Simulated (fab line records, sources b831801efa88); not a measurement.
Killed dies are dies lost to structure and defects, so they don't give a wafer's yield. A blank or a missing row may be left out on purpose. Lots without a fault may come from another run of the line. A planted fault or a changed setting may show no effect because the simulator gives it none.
A struck lot beside a sound one | flow sky130 | 16 steps out of a route of 708
Sound: wafers L392.1, L392.2, L392.6. Struck: wafers L394.1, L394.5, L394.6. The cause comes at the end.
At each step with rows: each side's tool, then ch and its chambers, then its first start. Under that, the readings that differ: sound wafers | struck wafers | difference of the means | sigmas: that difference in standard deviations of wafers without a fault.
alike: readings whose means differ by less than 2 such deviations, and words and numbers that are the same on both sides. not compared: withheld readings, readings that some wafer has no value for, bounds like >300 that may hide the same value, and numbers for which the record gives no deviation and whose values overlap.
The two part at a step that has a row with sigmas, a row that says differs or no value, or rows on one side only. Numbers that don't overlap but have no deviation are shown without sigmas and don't part them. A reading that every wafer of one side lacks parts them only if that side has two wafers or more.

first, 3 steps without rows for these wafers: SKY_SONOS_TUNNEL_EXPOSE_04 (exposes mask TUNM, target cd 410 nm); SKY_SONOS_TUNNEL_PEB_05; SKY_SONOS_TUNNEL_DEVELOP_06 (develop time 60 s).
SKY_SONOS_TUNNEL_CD_MEAS_07: target cd 410 nm.
  sound on cd_sem-02, day 13 20:13; struck on cd_sem-02, day 14 14:01
  alike: cd_nm
SKY_SONOS_TUNNEL_OVL_MEAS_08:
  sound on overlay-01, day 13 20:20; struck on overlay-02, day 14 14:08
  alike: SONOS_TUNNEL_OVL
then, 3 steps without rows for these wafers: SKY_SONOS_TUNNEL_IMPLANT_09; SKY_SONOS_TUNNEL_WET_ETCH_10 (etches SiO2 in dHF, target depth 14 nm, time 280 s); SKY_SONOS_TUNNEL_STRIP_11 (strips in SPM, time 600 s).
SKY_SONOS_TUNNEL_TW_MEAS_12:
  sound on film_metro-03, day 13 20:48; struck on film_metro-04, day 14 14:36
  alike: SONOS_TUNNEL_TW
then, 2 steps without rows for these wafers: SKY_SONOS_TUNNEL_CLEAN_13 (cleans in dHF, time 20 s); SKY_SONOS_ONO_OXIDATION_00 (stabilise 600 s, purge 300 s, target thk 2.6 nm).
SKY_SONOS_ONO_THK_MEAS_01:
  sound on film_metro-01, day 13 23:23; struck on film_metro-03, day 14 16:01
  alike: SONOS_ONO_OXIDATION_THK
SKY_SONOS_ONO_CVD_02: deposits Si3N4 from DCS/NH3, target thk 10.5 nm, time 180 s.
  sound on lpcvd-02 ch 1, day 14 03:11; struck on lpcvd-02 ch 0, day 14 17:52
  reading                                     | sound             | struck            | difference | sigmas
  spike_tc_bottom_C (C)                       | 788.6 790.8 788.3 | 805.8 802.9 804.7 | +15.2      | +8
  spike_tc_centre_C (C)                       | 770.1 771.5 771.0 | 782.5 779.8 778.9 | +9.5       | +7
  spike_tc_lower_C (C)                        | 769.6 770.1 769.9 | 782.4 780.0 780.5 | +11.1      | +11
  spike_tc_top_C (C)                          | 774.4 774.3 775.6 | 789.5 791.0 790.9 | +15.7      | +6
  spike_tc_upper_C (C)                        | 770.6 771.2 769.1 | 781.2 781.2 781.6 | +11.0      | +9
  susceptor_temp_C (C)                        | 770.3 770.2 769.9 | 781.0 781.5 781.3 | +11.1      | +31
  zone_power_centre_pct (%)                   | 13.33 13.30 13.10 | 13.49 13.72 13.65 | +0.38      | +3
  model.Si3N4_of_SONOS_ONO_CVD_02.thk_nm (nm) | 10.36 10.48 10.41 | 13.04 13.04 12.97 | +2.60      |
SKY_SONOS_ONO_THK_MEAS_03:
  sound on film_metro-01, day 14 04:46; struck on film_metro-04, day 14 18:55
  reading                   | sound             | struck            | difference | sigmas
  SONOS_ONO_CVD_02_THK (nm) | 10.37 10.44 10.40 | 13.07 13.07 12.94 | +2.62      | +19
then, 1 step without rows for these wafers: SKY_SONOS_ONO_CVD_04 (deposits SiO2 from SiH4/N2O, target thk 5.7199 nm).
-- the record jumps here: 34 days lie between the struck wafers' starts before and after (it left off in module SONOS_ONO and takes up again in module PAD_OPEN, whose first step shown is number 708 of the route) --
SKY_PAD_OPEN_PROBE_99:
  sound on prober-02, day 47 19:22; struck on prober-02, day 48 10:47
  reading                                     | sound                | struck               | difference | sigmas
  model.etest.sonos_erased.drive_ua_um        | 209.6 190.9 216.2    | 114.2 101.3 103.6    | -99.2      |
  model.etest.sonos_uncharged.r_on_ohm_um     | 826.5 830.8 805.5    | 858.5 859.4 844      | +33.0      |
  model.etest.sonos_programmed.off_log10_a_um | -13.92 -13.99 -14.03 | -10.66 -10.71 -9.899 | +3.56      |
  model.etest.cap_ono.gate_log10_a_cm2        | -7.719 -7.941 -7.867 | -9.703 -9.588 -9.61  | -1.791     |
  model.etest.cap_ono.gate_bv_v (V)           | 16.42 16.52 16.13    | 18.04 18.14 18.05    | +1.72      |
  model.etest.cap_ono.tox_acc_nm (nm)         | 12.71 12.83 12.82    | 14.32 14.25 14.19    | +1.47      |
  model.etest.sonos_programmed.vt_v (V)       | 1.546 1.482 1.494    | 0.6103 0.652 0.5899  | -0.8899    |
  model.etest.sonos_erased.vt_v (V)           | -2.375 -2.312 -2.336 | -1.506 -1.498 -1.526 | +0.831     |
  alike: killed_at_M0_to_M3, killed_at_M4_up, killed_at_contacts, killed_at_front_end, killed_at_other, killed_dies, killed_open, killed_short

WHERE THEY PART
First at SKY_SONOS_ONO_CVD_02; last, within this record, at SKY_SONOS_ONO_THK_MEAS_03. Later steps at which nothing parts them and some readings are alike: SKY_PAD_OPEN_PROBE_99.

WHY: what the simulator had put in
Process parameter drift: lpcvd-02, from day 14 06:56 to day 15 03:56, at SKY_SONOS_ONO_CVD_02. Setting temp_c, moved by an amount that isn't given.
